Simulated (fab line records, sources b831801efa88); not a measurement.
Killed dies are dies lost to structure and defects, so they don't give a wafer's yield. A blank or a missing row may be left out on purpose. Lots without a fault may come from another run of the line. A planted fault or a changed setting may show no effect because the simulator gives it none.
A struck lot beside a sound one | flow sky130 | 14 steps out of a route of 708
Sound: wafers L479.2, L479.3, L479.5. Struck: wafers L480.3, L480.4, L480.6. The cause comes at the end.
At each step with rows: each side's tool, then ch and its chambers, then its first start. Under that, the readings that differ: sound wafers | struck wafers | difference of the means | sigmas: that difference in standard deviations of wafers without a fault.
alike: readings whose means differ by less than 2 such deviations, and words and numbers that are the same on both sides. not compared: withheld readings, readings that some wafer has no value for, bounds like >300 that may hide the same value, and numbers for which the record gives no deviation and whose values overlap.
The two part at a step that has a row with sigmas, a row that says differs or no value, or rows on one side only. Numbers that don't overlap but have no deviation are shown without sigmas and don't part them. A reading that every wafer of one side lacks parts them only if that side has two wafers or more.

first, 8 steps without rows for these wafers: SKY_METAL3_DEHYDRATE_05 (time 60 s); SKY_METAL3_HMDS_06 (prime time 60 s); SKY_METAL3_COAT_07 (resist thk 60 nm); SKY_METAL3_COAT_08 (resist thk 1140 nm); SKY_METAL3_SOFTBAKE_09 (time 90 s); SKY_METAL3_EXPOSE_10 (exposes mask MM3, target cd 300 nm); SKY_METAL3_PEB_11; SKY_METAL3_DEVELOP_12 (develop time 60 s).
SKY_METAL3_CD_MEAS_13: target cd 300 nm.
  sound on cd_sem-02, day 43 04:08; struck on cd_sem-01, day 43 04:32
  alike: cd_nm
SKY_METAL3_OVL_MEAS_14:
  sound on overlay-01, day 43 04:14; struck on overlay-01, day 43 04:38
  alike: METAL3_OVL
SKY_METAL3_DESCUM_15: chemistry O2, time 8 s.
  sound on rie_metal-01 ch 0,1, day 43 04:16; struck on rie_metal-03 ch 0,1, day 43 04:40
  alike: drypump_motor_current_A, he_backside_leak_sccm, oes_product_au
  not compared: rf_hours_counter_h
SKY_METAL3_ETCH_16: etches BARC in N2/H2, stops on SiO2, time 88.2 s, target depth 60 nm.
  sound on rie_metal-01 ch 0,1, day 43 04:18; struck on rie_metal-03 ch 0,1, day 43 04:43
  alike: bias_w, chamber_pressure_mTorr, drypump_motor_current_A, he_backside_leak_sccm, oes_product_au, throttle_valve_pct
  not compared: rf_hours_counter_h
SKY_METAL3_ETCH_17: etches SiO2 in C4F8/O2/Ar, stops on TiN, time 3.9 s, target depth 15 nm.
  sound on rie_diel-04 ch 0,1,3, day 43 04:24; struck on rie_diel-01 ch 1,2, day 43 04:47
  no value came back on the struck wafers for bias_w (W), chamber_pressure_mTorr (mTorr), oes_product_au (a.u.); on the sound wafers bias_w (W) reads 1202 1203 1200
SKY_METAL3_METAL_ETCH_18: etches the open film in Cl2/BCl3, stops on SiO2, target depth 845 nm, time 183.1 s.
  sound on rie_metal-04 ch 0,1, day 43 04:25; struck on rie_metal-01 ch 0,1, day 43 04:52
  alike: bcl3_flow_sccm, bias_w, drypump_motor_current_A, he_backside_leak_sccm, oes_product_au, throttle_valve_pct
  not compared: rf_hours_counter_h

WHERE THEY PART
Only at SKY_METAL3_ETCH_17, within this record. Later steps at which nothing parts them and some readings are alike: SKY_METAL3_METAL_ETCH_18.

WHY: what the simulator had put in
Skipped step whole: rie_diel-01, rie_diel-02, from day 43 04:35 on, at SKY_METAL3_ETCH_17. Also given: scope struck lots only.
